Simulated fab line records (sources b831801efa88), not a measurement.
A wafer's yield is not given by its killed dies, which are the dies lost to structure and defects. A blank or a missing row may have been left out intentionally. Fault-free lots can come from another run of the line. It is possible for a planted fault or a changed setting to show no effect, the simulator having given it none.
fab line records	flow sky130
[record] lots = 11	wafers = 33	last-day = 50
route steps=708 shown SPACER@306 POLY_CUT@317 SD_N@349 SD_P@359
lots that met no fault: from a run of the same line without faults
start-h: hours from the record's opening day to when the first of the lot's shown wafers began	wait-h: time in hours since the lot's previous step	" unchanged from the row above	L1.1+2: a single row standing in for several wafers	- value missing, or start not given	* or withheld: withheld	< > ~ a bound
route shown NAME@n: a module of which the file shows steps, and the number in the route of the first	usual: average and standard deviation across the fault-free wafers	same: alike in all rows	chamber/n: place in a boat	sites: the reading at each site	_std_site: the values' standard deviation	_edge_site: mean of outer sites minus mean of inner sites	radius-mm: for every site, how far away it sits from the centre of the wafer	mask NAME#n: copy n	behind: the most recent tool/chamber to have shaped the wafer	hold: what put the lot on hold/how long, in hours/how the hold closed	device: the transistor (n, p or np) that didn't switch	end of line: the tests these same wafers got at the end of their route	a step with no rows: only its recipe	killed: the dies lost at the first sort to structure and to defects; this is not the yield of the wafer	map: a wafer's dies, marking killed ones x, the rest . and places with no die _
set.NAME: the setting as run; set.NAME@STEP: as run at that earlier step	model.NAME: the simulator's own value behind a step, which no gauge read
route steps across a sampled set of lots; one table per step, one row per wafer
services: from which hour (start-h, from the record's first day; less than 0 if before it) a tool's chamber was out of use, for how many hours, and why
[[steps]]
[step SKY_SPACER_ETCHBACK_02]
[recipe] chemistry = CH3F/O2	target = Si3N4	stop-on = SiO2	source-w = 400	bias-w = 80	pressure-mtorr = 25	ch3f-flow-sccm = 40	O2_flow_sccm = 30	time-s = 46.7	target-depth-a = 450
[usual] chamber-pressure-mTorr = 24.999/0.023	drypump-motor-current-A = 5.7/0.5	oes-product-au = 0.856/0.0058	throttle-valve-pct = 10.564/0.0096
lot.wafer	tool	chamber	start-h	wait-h	chamber-pressure-mTorr	drypump-motor-current-A	oes-product-au	rf-hours-counter-h	throttle-valve-pct
L312.1	rie-diel-04	3	525.27	0.1	24.981	5.9	0.860	5	10.567
L312.2	"	1	"	"	25.036	5.0	0.866	7	10.557
L312.3	"	2	"	"	24.998	6.4	0.858	8	10.568
L313.1	rie-diel-03	0	532.29	0.1	25.001	5.8	0.851	3	10.568
L313.3	"	2	"	"	24.988	6.4	0.857	12	10.557
L313.6	"	3	"	"	24.993	5.4	0.855	-	10.578
L316.1	rie-diel-01	2	567.93	0.1	25.043	6.7	0.865	41	10.552
L316.2	"	1	"	"	25.008	5.1	0.860	49	10.570
L316.5	"	0	"	"	24.983	6.1	0.854	-	10.555
L318.1	rie-diel-01	2	575.62	0.1	25.044	6.7	0.847	41	10.573
L318.2	"	1	"	"	24.964	5.1	0.859	49	10.568
L318.5	"	2	"	"	24.974	6.7	0.854	-	10.548
L320.1	rie-diel-03	1	614.05	0.1	24.994	6.0	0.856	4	10.559
L320.3	"	2	"	"	24.992	6.4	0.861	14	10.587
L320.6	"	0	"	"	24.976	5.8	0.856	-	10.572
L324.2	rie-diel-03	2	632.72	0.0	24.979	6.4	0.855	14	10.566
L324.3	"	0	"	"	24.980	5.8	0.860	4	10.568
L324.4	"	3	"	"	24.987	5.4	0.857	5	10.564
L327.3	rie-diel-03	2	655.26	0.0	25.005	6.4	0.859	14	10.574
L327.4	"	3	"	"	24.964	5.4	0.855	5	10.569
L327.6	"	0	"	"	24.988	5.8	0.865	-	10.565
L331.1	rie-diel-01	1	700.22	0.1	25.039	5.0	0.850	54	10.566
L331.3	"	0	"	"	24.978	6.1	0.857	76	10.575
L331.5	"	3	"	"	24.988	5.1	0.857	-	10.560
L333.1	rie-diel-04	1	700.22	0.1	25.015	5.1	0.858	11	10.573
L333.2	"	0	"	"	24.962	5.5	0.854	39	10.557
L333.4	"	2	"	"	25.012	6.4	0.857	12	10.563
L334.1	rie-diel-04	2	707.49	0.1	24.981	6.4	0.866	12	10.561
L334.2	"	0	"	"	25.014	5.5	0.850	39	10.573
L334.4	"	1	"	"	25.004	5.1	0.863	11	10.576
L335.1	rie-diel-03	0	714.97	0.1	24.957	5.9	0.855	6	10.552
L335.4	"	3	"	"	25.005	5.4	0.850	7	10.560
L335.5	"	0	"	"	25.001	5.9	0.853	-	10.557
[step SKY_POLY_CUT_ETCH_10]
[recipe] chemistry = N2/H2	target = BARC	ion-energy-ev = 200	source-w = 500	bias-w = 100	pressure-mtorr = 30	n2-flow-sccm = 100	h2-flow-sccm = 200	stop-on = SiO2	time-s = 45.9	target-depth-a = 600
[usual] chamber-pressure-mTorr = 30.001/0.024	drypump-motor-current-A = 5.7/0.58	n2-flow-sccm = 100.0/0.33	oes-product-au = 0.855/0.0044	throttle-valve-pct = 13.225/0.0089
lot.wafer	tool	chamber	start-h	wait-h	chamber-pressure-mTorr	drypump-motor-current-A	n2-flow-sccm	oes-product-au	rf-hours-counter-h	throttle-valve-pct
L312.1	rie-diel-04	1	555.67	0.0	30.023	5.1	99.7	0.862	8	13.220
L312.2	"	0	"	"	30.010	5.5	100.0	0.852	36	13.240
L312.3	"	2	"	"	30.031	6.4	100.2	0.855	8	13.212
L313.1	rie-diel-04	1	562.49	0.0	29.981	5.1	99.9	0.861	8	13.207
L313.3	"	2	"	"	30.018	6.4	100.5	0.857	9	13.222
L313.6	"	1	"	"	29.995	5.0	99.7	0.854	-	13.219
L316.1	rie-diel-02	3	597.62	0.0	30.044	4.8	99.9	0.839	13	13.236
L316.2	"	1	"	"	30.002	4.8	100.3	0.852	65	13.238
L316.5	"	0	"	"	30.008	5.2	100.3	0.850	-	13.234
L318.1	rie-diel-03	3	604.82	0.0	30.014	5.4	100.0	0.860	5	13.222
L318.2	"	0	"	"	29.998	5.9	100.6	0.849	4	13.233
L318.5	"	2	"	"	30.017	6.4	99.8	0.855	-	13.227
L320.1	rie-diel-03	1	643.12	0.0	29.980	6.0	99.4	0.864	4	13.214
L320.3	"	3	"	"	29.995	5.4	100.2	0.859	5	13.212
L320.6	"	1	"	"	29.991	6.0	99.3	0.851	-	13.223
L324.2	rie-diel-03	2	661.17	0.0	29.970	6.4	100.1	0.854	14	13.240
L324.3	"	3	"	"	29.980	5.4	100.0	0.856	5	13.227
L324.4	"	1	"	"	29.986	6.0	100.1	0.857	4	13.234
L327.3	rie-diel-03	1	683.42	0.0	29.969	6.0	99.6	0.858	5	13.231
L327.4	"	2	"	"	30.005	6.4	100.1	0.857	15	13.228
L327.6	"	2	"	"	29.982	6.4	100.0	0.850	-	13.237
L333.1	rie-diel-03	2	728.17	0.0	29.981	6.4	99.5	0.859	16	13.225
L333.2	"	3	"	"	29.975	5.4	99.9	0.855	7	13.219
L333.4	"	1	"	"	30.000	6.1	99.6	0.862	-	13.236
L331.1	rie-diel-04	0	728.79	0.0	29.998	5.5	100.0	0.853	40	13.221
L331.3	"	1	"	"	30.003	5.0	100.0	0.852	12	13.227
L331.5	"	2	"	"	30.015	6.4	99.9	0.856	-	13.218
L334.1	rie-diel-02	1	734.82	0.0	29.994	4.8	100.0	0.857	1	13.216
L334.2	"	3	"	"	30.011	4.8	100.4	0.863	16	13.219
L334.4	"	2	"	"	29.974	6.6	100.1	0.851	43	13.228
L335.1	rie-diel-02	2	742.72	0.0	30.007	6.6	100.7	0.860	43	13.220
L335.4	"	0	"	"	30.031	5.2	100.0	0.857	18	13.225
L335.5	"	2	"	"	29.979	6.6	100.5	0.860	-	13.224
[step SKY_SD_N_CD_MEAS_07]
[recipe] target-cd-nm = 380
[usual] cd-nm = 380.4/1.9
lot.wafer	tool	chamber	start-h	wait-h	cd-nm
L312.1	cd-sem-02	-	643.62	0.1	379.4
L312.2	"	-	"	"	379.8
L312.3	"	-	"	"	379.0
L313.1	cd-sem-01	-	650.76	0.1	380.4
L313.3	"	-	"	"	380.5
L313.6	"	-	"	"	380.5
L316.1	cd-sem-02	-	683.57	0.1	379.1
L316.2	"	-	"	"	378.8
L316.5	"	-	"	"	377.6
L318.1	cd-sem-02	-	690.52	0.1	381.6
L318.2	"	-	"	"	379.4
L318.5	"	-	"	"	379.8
L320.1	cd-sem-02	-	726.41	0.1	383.0
L320.3	"	-	"	"	381.2
L320.6	"	-	"	"	382.0
L324.2	cd-sem-02	-	743.83	0.1	378.8
L324.3	"	-	"	"	378.3
L324.4	"	-	"	"	379.0
L327.3	cd-sem-02	-	765.36	0.1	381.0
L327.4	"	-	"	"	379.0
L327.6	"	-	"	"	377.9
L333.1	cd-sem-01	-	808.52	0.1	382.7
L333.2	"	-	"	"	381.9
L333.4	"	-	"	"	384.1
L331.1	cd-sem-01	-	808.66	0.1	381.0
L331.3	"	-	"	"	378.2
L331.5	"	-	"	"	382.3
L334.1	cd-sem-02	-	814.91	0.1	381.1
L334.2	"	-	"	"	380.8
L334.4	"	-	"	"	380.1
L335.1	cd-sem-02	-	823.81	0.1	380.8
L335.4	"	-	"	"	379.6
L335.5	"	-	"	"	380.1
[step SKY_SD_N_RTA_14]
[recipe] temp-c = 1075	time-s = 2	idle-temp-c = 650	ramp-up-c-per-s = 150	ramp-down-c-per-s = 90	ambient = N2
[usual] lamp-power-pct = 15.74/0.054	wafer_temp_C_max = 1077.9/1.4
lot.wafer	tool	chamber	start-h	wait-h	lamp-power-pct	wafer_temp_C_max
L312.1	rtp-anneal-02	0	644.28	0.0	15.73	1079.5
L312.2	"	0	"	"	15.75	1076.3
L312.3	"	0	"	"	15.65	1078.9
L313.1	rtp-anneal-01	0	651.43	0.0	15.79	1076.4
L313.3	"	0	"	"	15.72	1078.9
L313.6	"	0	"	"	15.75	1078.3
L316.1	rtp-anneal-02	0	684.23	0.0	15.76	1077.6
L316.2	"	0	"	"	15.81	1077.6
L316.5	"	0	"	"	15.72	1077.5
L318.1	rtp-anneal-01	0	691.19	0.0	15.78	1079.4
L318.2	"	0	"	"	15.74	1075.8
L318.5	"	0	"	"	15.89	1081.1
L320.1	rtp-anneal-02	0	727.08	0.0	15.74	1077.7
L320.3	"	0	"	"	15.76	1080.1
L320.6	"	0	"	"	15.72	1079.2
L324.2	rtp-anneal-02	0	744.48	0.0	15.76	1079.2
L324.3	"	0	"	"	15.84	1078.0
L324.4	"	0	"	"	15.76	1078.5
L327.3	rtp-anneal-01	0	766.05	0.0	15.73	1076.4
L327.4	"	0	"	"	15.79	1078.4
L327.6	"	0	"	"	15.77	1077.0
L333.1	rtp-anneal-02	0	809.19	0.0	14.99	1077.2
L333.2	"	0	"	"	14.98	1081.7
L333.4	"	0	"	"	15.09	1077.2
L331.1	rtp-anneal-01	0	809.33	0.0	15.78	1076.6
L331.3	"	0	"	"	15.76	1077.9
L331.5	"	0	"	"	15.77	1077.7
L334.1	rtp-anneal-02	0	815.63	0.0	14.98	1078.3
L334.2	"	0	"	"	15.05	1078.9
L334.4	"	0	"	"	15.08	1077.5
L335.1	rtp-anneal-01	0	824.53	0.0	15.74	1076.2
L335.4	"	0	"	"	15.77	1078.0
L335.5	"	0	"	"	15.70	1077.6
[step SKY_SD_N_RS_MEAS_16]
[recipe] thk-meas-gauge = four-point-probe
[usual] SD_N_RS = 68.64/0.12
lot.wafer	tool	chamber	start-h	wait-h	SD_N_RS[ohm/sq]
L312.1	film-metro-03	-	644.46	0.1	68.63
L312.2	"	-	"	"	68.65
L312.3	"	-	"	"	68.69
L313.1	film-metro-03	-	651.60	0.1	68.53
L313.3	"	-	"	"	68.51
L313.6	"	-	"	"	68.51
L316.1	film-metro-04	-	684.41	0.1	68.77
L316.2	"	-	"	"	68.65
L316.5	"	-	"	"	68.65
L318.1	film-metro-03	-	691.36	0.1	68.36
L318.2	"	-	"	"	68.61
L318.5	"	-	"	"	68.59
L320.1	film-metro-04	-	727.25	0.1	68.65
L320.3	"	-	"	"	68.74
L320.6	"	-	"	"	68.57
L324.2	film-metro-01	-	744.67	0.1	68.66
L324.3	"	-	"	"	68.63
L324.4	"	-	"	"	68.67
L327.3	film-metro-01	-	766.25	0.1	68.71
L327.4	"	-	"	"	68.68
L327.6	"	-	"	"	68.70
L333.1	film-metro-01	-	809.36	0.1	72.04
L333.2	"	-	"	"	71.96
L333.4	"	-	"	"	71.87
L331.1	film-metro-04	-	809.50	0.1	68.78
L331.3	"	-	"	"	68.81
L331.5	"	-	"	"	68.80
L334.1	film-metro-03	-	815.81	0.1	71.82
L334.2	"	-	"	"	71.87
L334.4	"	-	"	"	72.05
L335.1	film-metro-01	-	824.70	0.1	68.82
L335.4	"	-	"	"	68.69
L335.5	"	-	"	"	68.70
[step SKY_SD_N_RS_MEAS_17]
[recipe] thk-meas-gauge = four-point-probe
[usual] SD_P_RS = 147.3/0.4
lot.wafer	tool	chamber	start-h	wait-h	SD_P_RS[ohm/sq]
L312.1	film-metro-03	-	644.58	0.1	147.4
L312.2	"	-	"	"	147.6
L312.3	"	-	"	"	147.4
L313.1	film-metro-03	-	651.72	0.1	147.4
L313.3	"	-	"	"	146.9
L313.6	"	-	"	"	146.4
L316.1	film-metro-04	-	684.53	0.1	147.7
L316.2	"	-	"	"	147.3
L316.5	"	-	"	"	147.6
L318.1	film-metro-03	-	691.48	0.1	146.5
L318.2	"	-	"	"	147.2
L318.5	"	-	"	"	147.2
L320.1	film-metro-04	-	727.37	0.1	147.5
L320.3	"	-	"	"	147.6
L320.6	"	-	"	"	147.6
L324.2	film-metro-01	-	744.79	0.1	147.2
L324.3	"	-	"	"	147.6
L324.4	"	-	"	"	147.0
L327.3	film-metro-01	-	766.37	0.1	147.4
L327.4	"	-	"	"	147.8
L327.6	"	-	"	"	147.5
L333.1	film-metro-01	-	809.48	0.1	165.9
L333.2	"	-	"	"	166.2
L333.4	"	-	"	"	166.4
L331.1	film-metro-04	-	809.62	0.1	148.3
L331.3	"	-	"	"	147.9
L331.5	"	-	"	"	148.1
L334.1	film-metro-03	-	815.93	0.1	166.2
L334.2	"	-	"	"	166.3
L334.4	"	-	"	"	166.7
L335.1	film-metro-01	-	824.82	0.1	147.9
L335.4	"	-	"	"	147.6
L335.5	"	-	"	"	147.4
[[services]]
tool	chamber	start-h	hours	kind
rie-diel-03	-	514.32	0.5	repair
rie-diel-04	0	529.89	15.6	repair
rtp-anneal-02	-	531.32	3.7	pm
rie-diel-03	2	562.62	4.9	repair
rie-diel-01	-	570.56	2.8	pm
rie-diel-01	0	577.01	88.8	repair
rie-diel-01	3	580.17	5.2	repair
rie-diel-04	2	596.16	9.6	repair
rie-diel-01	2	600.40	110.0	repair
rie-diel-03	3	609.76	6.2	repair
rie-diel-01	-	617.08	2.7	repair
rie-diel-02	3	617.38	1.2	repair
rie-diel-04	-	627.88	2.8	pm
rie-diel-03	-	645.07	2.6	repair
rie-diel-01	0	689.34	1.3	repair
rie-diel-02	3	702.58	9.9	repair
rie-diel-04	2	715.72	2.0	repair
rie-diel-03	0	717.88	15.3	repair
rie-diel-03	1	752.99	5.0	repair
rie-diel-04	2	764.15	4.8	repair
rie-diel-04	0	786.20	11.6	repair
rie-diel-03	0	806.83	4.2	repair
rie-diel-03	-	809.67	0.3	repair
rie-diel-03	0	812.43	3.7	repair
[[key]]
[first-sign] step = SKY_SD_N_RTA_14	reading = lamp-power-pct	direction = down	sigmas = 13	usual = 15.74	struck = 15.03
[effect] step = SKY_SD_N_RS_MEAS_16	reading = SD_N_RS	direction = up	sigmas = 29	usual = 68.64	struck = 71.93
[effect] step = SKY_SD_N_RS_MEAS_17	reading = SD_P_RS	direction = up	sigmas = 47	usual = 147.3	struck = 166.3
met-at SKY_SD_N_RTA_14
struck-lots L333,L334
tester-left-out L333,L334
not-acting-at SKY_SPACER_ETCHBACK_02,SKY_POLY_CUT_ETCH_10,SKY_SD_N_CD_MEAS_07
onset-between 744.48 809.19
[fault] kind = process-parameter-drift	tool = rtp-anneal-02	chamber = -	onset-h = 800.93	steps = SKY_SD_N_RTA_14	channel = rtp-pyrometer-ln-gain	offset = 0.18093	shape = step	end-h = 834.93
// tester-left-out: of these lots the tester's yield and bins aren't shown, on N5 and GAA mostly nor the transistor test; their killed dies are dies lost to structure and defects alone, not to doping, threshold or leakage, so they don't give the yield
